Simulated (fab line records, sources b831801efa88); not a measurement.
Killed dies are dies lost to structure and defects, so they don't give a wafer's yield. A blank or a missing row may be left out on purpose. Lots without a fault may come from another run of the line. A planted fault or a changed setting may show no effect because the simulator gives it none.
A struck lot beside a sound one | flow gf180mcu | 18 steps out of a route of 602
Sound: wafers L831.4, L831.5, L831.6. Struck: wafer L845.6. (L845.3 of the same lot was not struck and is left out.) The cause comes at the end.
At each step with rows: each side's tool, then ch and its chambers, then its first start. Under that, the readings that differ: sound wafers | struck wafers | difference of the means | sigmas: that difference in standard deviations of wafers without a fault.
alike: readings whose means differ by less than 2 such deviations, and words and numbers that are the same on both sides. not compared: withheld readings, readings that some wafer has no value for, bounds like >300 that may hide the same value, and numbers for which the record gives no deviation and whose values overlap.
The two part at a step that has a row with sigmas, a row that says differs or no value, or rows on one side only. Numbers that don't overlap but have no deviation are shown without sigmas and don't part them. A reading that every wafer of one side lacks parts them only if that side has two wafers or more.

first, 3 steps without rows for these wafers: GF_V3_EXPOSE_11 (exposes mask Via3, target cd 260 nm); GF_V3_PEB_12 (peb time 90 s); GF_V3_DEVELOP_13 (develop time 60 s).
GF_V3_CD_MEAS_14: target cd 260 nm.
  sound on cd_sem-01, day 22 05:04; struck on cd_sem-02, day 27 00:02
  alike: cd_nm
GF_V3_OVL_MEAS_15:
  sound on overlay-01, day 22 05:08; struck on overlay-02, day 27 00:08
  reading     | sound      | struck | difference | sigmas
  V3_OVL (nm) | -9 -14 -13 | 1      | +13        | +2
GF_V3_ETCH_16: etches BARC in N2/H2.
  sound on rie_diel-01 ch 0,1,2, day 22 05:10; struck on rie_diel-04 ch 3, day 27 00:10
  alike: drypump_motor_current_A, oes_product_au, rf_fwd_power_W, throttle_valve_pct
GF_V3_ETCH_17: etches SiO2 in C4F8/O2/Ar, stops on TiN, target depth 635 nm.
  sound on rie_diel-01 ch 0,1,2; struck on rie_diel-04 ch 3
  alike: oes_product_au, rf_fwd_power_W
GF_V3_STRIP_18: strips in O2/N2.
  sound on plasma_asher-01 ch 0,1, day 22 05:19; struck on plasma_asher-04 ch 1, day 27 00:19
  reading                     | sound       | struck | difference | sigmas
  drypump_motor_current_A (A) | 5.0 5.6 5.0 | 6.0    | +0.8       | +2
  alike: heater_power_w, o2_flow_sccm, oes_product_au, platen_temp_c
  not compared: rf_hours_counter_h
then, 2 steps without rows for these wafers: GF_V3_STRIP_19 (strips in post etch residue remover, time 1200 s); GF_V3_CLEAN_20 (cleans in DIW).
GF_V3_SPUTTER_21: material Ti, target thk 15 nm, time 80.02 s.
  sound on pvd_sputter-04, day 22 05:50; struck on pvd_sputter-03, day 27 01:10
  alike: chamber_pressure_pa, throttle_valve_pct
GF_V3_SPUTTER_22: material TiN, target thk 10 nm, time 40 s.
  sound on pvd_sputter-04, day 22 05:53; struck on pvd_sputter-03, day 27 01:14
  alike: chamber_pressure_pa, throttle_valve_pct
GF_V3_CVD_23: deposits W, target thk 350 nm, time 104.9 s.
  sound on cvd_w-01 ch 0,1, day 22 05:58; struck on cvd_w-01 ch 1, day 27 01:19
  reading                          | sound           | struck | difference | sigmas
  model.W_of_V3_CVD_23.thk_nm (nm) | 359.6 357 353.3 | 481.5  | +124.9     |
  alike: heater_power_outer_w, heater_power_w
GF_V3_RS_MEAS_24: measures by four-point-probe.
  sound on film_metro-04, day 22 06:06; struck on film_metro-01, day 27 01:25
  reading          | sound             | struck | difference | sigmas
  V3_W_RS (ohm/sq) | 0.318 0.321 0.324 | 0.237  | -0.084     | -17
GF_V3_THK_MEAS_25: measures by xrf.
  sound on film_metro-04, day 22 06:11; struck on film_metro-01, day 27 01:31
  reading       | sound       | struck | difference | sigmas
  V3_W_THK (nm) | 358 356 353 | 485    | +129       | +22
GF_V3_CMP_26: polishes, stops on SiO2, t overpolish 15 s, target thk 0 nm.
  sound on cmp-02 ch 0,3, day 22 06:16; struck on cmp-01 ch 2, day 27 01:38
  reading                | sound    | struck | difference | sigmas
  time_to_endpoint_s (s) | 86 90 85 | 106    | +19        | +4
  alike: motor_current_A, slurry_filter_dp_kPa
then, 1 step without rows for these wafers: GF_M4_SPUTTER_00 (material Ti, target thk 37.5 nm, time 150 s).
-- the record jumps here: 6 days lie between the struck wafers' starts before and after (it left off in module M4 and takes up again in module PASSIVATION, whose first step shown is number 602 of the route) --
GF_PASSIVATION_PROBE_99:
  the record has rows for the struck wafers here (prober-01, day 32 19:56) and none for the sound ones

WHERE THEY PART
First at GF_V3_OVL_MEAS_15; last, within this record, at GF_PASSIVATION_PROBE_99.

WHY: what the simulator had put in
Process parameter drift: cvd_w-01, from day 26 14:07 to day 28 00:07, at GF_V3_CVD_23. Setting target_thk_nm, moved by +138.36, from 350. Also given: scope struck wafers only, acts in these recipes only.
